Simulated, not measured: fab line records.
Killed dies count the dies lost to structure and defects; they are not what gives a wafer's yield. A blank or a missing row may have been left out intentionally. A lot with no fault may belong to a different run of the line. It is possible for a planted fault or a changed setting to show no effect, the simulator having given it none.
Comparing a struck lot with a sound one :: flow sky130 :: 24 steps out of a route of 708
Sound: the wafers L908.2, L908.5, L908.6. Wafers struck: L916.3, L916.4, L916.6. Last of all comes the cause.
Per side, at each step with rows, come the tool, then ch with its chambers, and then its first start. Under that, the readings that differ: sound wafers :: struck wafers :: difference of the means :: sigmas: that difference in standard deviations of wafers without a fault.
alike: readings whose means differ by less than 2 such deviations, and words and numbers that are the same on both sides. not compared: withheld readings, readings that some wafer has no value for, bounds like >300 that may hide the same value, and numbers for which the record gives no deviation and whose values overlap.
The two part at a step that has a row with sigmas, a row that says differs or no value, or rows on one side only. When numbers do not overlap yet have no deviation, they are printed without sigmas and do not part them. Lack of a reading on every wafer of one side parts them only where that side has two or more wafers.

first, 4 steps without rows for these wafers: SKY_CAPM_SOFTBAKE_08 (time 60 s); SKY_CAPM_EXPOSE_09 (exposes mask CAPM, target cd 1000 nm); SKY_CAPM_PEB_10; SKY_CAPM_DEVELOP_11 (develop time 60 s).
SKY_CAPM_OVL_MEAS_12:
  sound on overlay-02 at day 39 04:55; struck on overlay-02 at day 41 16:10
  alike: CAPM_OVL
SKY_CAPM_METAL_ETCH_13: etches TiN in Cl2/BCl3, stops on SiO2, target depth 220 nm, time 62.9 s.
  sound on rieMetal-01 ch 0,1, day 39 04:56; struck on rieMetal-04 ch 0,1, day 41 16:13
  alike: drypumpMotorCurrentA, oesProductAu, throttleValvePct
  not compared: rfHoursCounterH
SKY_CAPM_STRIP_14: strips in O2/N2.
  sound on plasmaAsher-01 ch 0,1, day 39 05:01; struck on plasmaAsher-02 ch 0,1, day 41 16:18
  alike: drypumpMotorCurrentA, oesProductAu, stripTimeToEndpointS
  not compared: rfHoursCounterH
then, 5 steps without rows for these wafers: SKY_CAPM_STRIP_15 (strips in post etch residue remover, time 1200 s); SKY_CAPM_CLEAN_16 (cleans in IPA, time 180 s); SKY_CAPM_CLEAN_17 (cleans in O3/DIW); SKY_METAL3_DEHYDRATE_05 (time 60 s); SKY_METAL3_HMDS_06 (prime time 60 s).
SKY_METAL3_COAT_07: resist thk 60 nm.
  sound on lithoTrack-04 ch 0, day 39 17:02; struck on lithoTrack-04 ch 0, day 42 03:58
then, 5 steps without rows for these wafers: SKY_METAL3_COAT_08 (resist thk 1140 nm); SKY_METAL3_SOFTBAKE_09 (time 90 s); SKY_METAL3_EXPOSE_10 (exposes mask MM3, target cd 300 nm); SKY_METAL3_PEB_11; SKY_METAL3_DEVELOP_12 (develop time 60 s).
SKY_METAL3_CD_MEAS_13: the cd target is 300 nm.
  sound on cdSem-01 at day 40 05:38; struck on cdSem-02 at day 42 16:16
  alike: cdNm
SKY_METAL3_OVL_MEAS_14:
  sound on overlay-02 at day 40 05:45; struck on overlay-02 at day 42 16:22
  alike: METAL3_OVL
SKY_METAL3_DESCUM_15: chemistry O2, time 8 s.
  sound on rieMetal-03 ch 0,1, day 40 05:47; struck on rieMetal-04 ch 0,1, day 42 16:23
  alike: drypumpMotorCurrentA, oesProductAu
  not compared: rfHoursCounterH
SKY_METAL3_ETCH_16: etches BARC in N2/H2, stops on SiO2, time 88.2 s, target depth 60 nm.
  sound on rieMetal-03 ch 0,1, day 40 05:49; struck on rieMetal-04 ch 0,1, day 42 16:26
reading: model.etch.depthNm (nm)
sound: 59.9 59.8 59.83
struck: 61.27 61.39 61.19
difference: +1.44
sigmas: 
  alike: drypumpMotorCurrentA, oesProductAu, throttleValvePct
  not compared: rfHoursCounterH
SKY_METAL3_ETCH_17: etches SiO2 in C4F8/O2/Ar, stops on TiN, time 3.9 s, target depth 15 nm.
  sound on rieDiel-01 ch 1,2,3, day 40 05:55; struck on rieDiel-04 ch 2,3, day 42 16:31
  alike: oesProductAu
  not compared: rfHoursCounterH
-- the record jumps here: 6 days lie between the struck wafers' starts before and after (it left off in module METAL3 and takes up again in module PAD_OPEN, whose first step shown is number 708 of the route) --
SKY_PAD_OPEN_PROBE_99:
  sound on prober-02 at day 47 03:17; struck on prober-02 at day 49 03:06
  alike: defectLimitedYield, killed_at_M0_to_M3, killed_at_M4_up, killedAtContacts, killedAtFrontEnd, killedAtOther, killedDies, killedOpen, killedShort, sort_bin_3_pad_short, sort_bin_5_function, sort_bin_6_memory, sortNPass, sortYieldPct

== WHERE THEY PART ==
Nowhere in this record.

WHY: what the simulator had put in
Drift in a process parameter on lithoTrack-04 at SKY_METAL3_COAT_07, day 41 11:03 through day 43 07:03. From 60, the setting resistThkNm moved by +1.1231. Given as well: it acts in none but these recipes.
